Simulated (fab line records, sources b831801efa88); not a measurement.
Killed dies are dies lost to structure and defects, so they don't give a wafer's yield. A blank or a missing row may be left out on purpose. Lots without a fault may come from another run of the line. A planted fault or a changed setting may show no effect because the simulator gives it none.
A struck lot beside a sound one | flow sky130 | 14 steps out of a route of 708
Sound: wafers L999.2, L999.3, L999.4. Struck: wafers L107.1, L107.2, L107.5. The cause comes at the end.
At each step with rows: each side's tool, then ch and its chambers, then its first start. Under that, the readings that differ: sound wafers | struck wafers | difference of the means | sigmas: that difference in standard deviations of wafers without a fault.
alike: readings whose means differ by less than 2 such deviations, and words and numbers that are the same on both sides. not compared: withheld readings, readings that some wafer has no value for, bounds like >300 that may hide the same value, and numbers for which the record gives no deviation and whose values overlap.
The two part at a step that has a row with sigmas, a row that says differs or no value, or rows on one side only. Numbers that don't overlap but have no deviation are shown without sigmas and don't part them. A reading that every wafer of one side lacks parts them only if that side has two wafers or more.

first, 2 steps without rows for these wafers: SKY_LDD_LDN_PEB_05; SKY_LDD_LDN_DEVELOP_06 (develop time 60 s).
SKY_LDD_LDN_OVL_MEAS_07:
  sound on overlay-02, day 25 00:50; struck on overlay-02, day 27 12:43
  alike: LDD_LDN_OVL
then, 4 steps without rows for these wafers: SKY_LDD_LDN_IMPLANT_08; SKY_LDD_LDN_IMPLANT_09; SKY_LDD_LDN_IMPLANT_10; SKY_LDD_LDN_IMPLANT_11.
SKY_LDD_LDN_STRIP_12: strips in O2/N2.
  sound on plasma_asher-04 ch 0,1, day 25 01:28; struck on plasma_asher-04 ch 0,1, day 27 13:20
  alike: drypump_motor_current_A, oes_product_au, strip_time_to_endpoint_s
  not compared: rf_hours_counter_h
SKY_LDD_LDN_TW_MEAS_13:
  sound on film_metro-02, day 25 01:35; struck on film_metro-03, day 27 13:26
  reading    | sound          | struck         | difference | sigmas
  LDD_LDN_TW | 1456 1460 1454 | 1490 1488 1489 | +32        | +2
then, 2 steps without rows for these wafers: SKY_LDD_LDN_CLEAN_14 (cleans in SC1/SC2, time 150 s); SKY_SPACER_CVD_00 (deposits Si3N4 from DCS/NH3, target thk 43.1 nm, time 740 s).
SKY_SPACER_THK_MEAS_01:
  sound on film_metro-01, day 25 05:22; struck on film_metro-01, day 27 21:27
  alike: SPACER_CVD_00_THK
SKY_SPACER_ETCHBACK_02: etches Si3N4 in CH3F/O2, stops on SiO2, time 46.7 s, target depth 45 nm.
  sound on rie_diel-03 ch 0,1, day 25 05:25; struck on rie_diel-04 ch 0,1,2, day 27 21:31
  no value came back on the struck wafers for any of 5 readings (O2_flow_sccm (sccm), bias_w (W) and others); on the sound wafers O2_flow_sccm (sccm) reads 29.89 29.96 29.94
  not compared: rf_hours_counter_h
-- the record jumps here: 21 days lie between the struck wafers' starts before and after (it left off in module SPACER and takes up again in module PAD_OPEN, whose first step shown is number 708 of the route) --
SKY_PAD_OPEN_PROBE_99:
  sound on prober-01, day 47 08:58; struck on prober-01, day 49 05:23
  reading             | sound    | struck                                                               | difference                   | sigmas
  hold                | - - -    | await_dispo/2.3h/scrap await_dispo/2.3h/scrap await_dispo/2.3h/scrap | no value on the sound wafers |
  killed_at_front_end | 16 13 18 | 406 437 411                                                          | +402                         | +86
  killed_dies         | 99 99 99 | 492 492 492                                                          | +393                         | +40
  killed_on_rim       | 17 21 16 | 96 96 96                                                             | +78                          | +20
  alike: killed_at_M0_to_M3, killed_at_M4_up, killed_at_contacts, killed_at_other, killed_open, killed_short

WHERE THEY PART
First at SKY_LDD_LDN_TW_MEAS_13; last, within this record, at SKY_PAD_OPEN_PROBE_99.

WHY: what the simulator had put in
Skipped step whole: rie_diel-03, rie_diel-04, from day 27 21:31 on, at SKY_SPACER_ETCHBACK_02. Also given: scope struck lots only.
